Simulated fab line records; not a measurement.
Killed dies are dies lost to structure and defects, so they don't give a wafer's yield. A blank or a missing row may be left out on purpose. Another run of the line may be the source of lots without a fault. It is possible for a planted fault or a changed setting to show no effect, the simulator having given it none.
2 desks looking at one fault :: flow sky130 :: numbers are kept per desk, each desk with only its own; the story behind them comes last

## TOOL OWNER'S DESK, pvd sputter-04
The tool's own readings at SKY_LI_CONTACT_SPUTTER_19 (material Ti, target thk 20 nm, time 106.37 s): means of the sampled wafers that have a number, for each lot that ran on this tool. The brackets show how far a lot's mean lies from the usual mean; more than 4 standard deviations puts the lot out of limits, marked OUT.
Columns: A = throttle valve pct at SKY_LI_CONTACT_SPUTTER_19, usual 30.1 %
lot: L104
first seen here: day 29 18:12
A: 30.4

lot: L109
first seen here: day 31 05:55
A: 30.5

lot: L110
first seen here: day 31 12:23
A: 30.4

lot: L111
first seen here: day 31 18:51
A: 29.9

lot: L123
first seen here: day 35 09:06
A: 29.8

lot: L124
first seen here: day 35 16:58
A: 30.4
Finding of this desk: none of the 6 lots has anything out of limits.

## METROLOGY DESK
Lot by lot, what the gauges showed, no matter which tool ran the lot: averages of those sampled wafers that carry a number. The brackets show how far a lot's mean lies from the usual mean; more than 4 standard deviations puts the lot out of limits, marked OUT.
Columns: A = cd nm at SKY_LI_CONTACT_CD_MEAS_12, usual 170.4 nm; B = LI_CONTACT_OVL at SKY_LI_CONTACT_OVL_MEAS_13, usual -3 nm
lot: L104
first seen here: day 29 17:38
A: 172.0
B: -8

lot: L109
first seen here: day 31 05:22
A: 169.7
B: -6

lot: L110
first seen here: day 31 11:52
A: 170.0
B: 5

lot: L111
first seen here: day 31 18:16
A: 171.9
B: -5

lot: L123
first seen here: day 35 08:31
A: 168.1
B: -11

lot: L124
first seen here: day 35 16:26
A: 171.7
B: 4

lot: L125
first seen here: day 36 05:04
A: 170.0
B: -8
Finding of this desk: none of the 7 lots has anything out of limits.

## BROUGHT TOGETHER
Nothing out of limits was seen by the tool owner's desk.
Nothing out of limits was seen by the metrology desk.

## WHAT THE SIMULATOR PUT IN
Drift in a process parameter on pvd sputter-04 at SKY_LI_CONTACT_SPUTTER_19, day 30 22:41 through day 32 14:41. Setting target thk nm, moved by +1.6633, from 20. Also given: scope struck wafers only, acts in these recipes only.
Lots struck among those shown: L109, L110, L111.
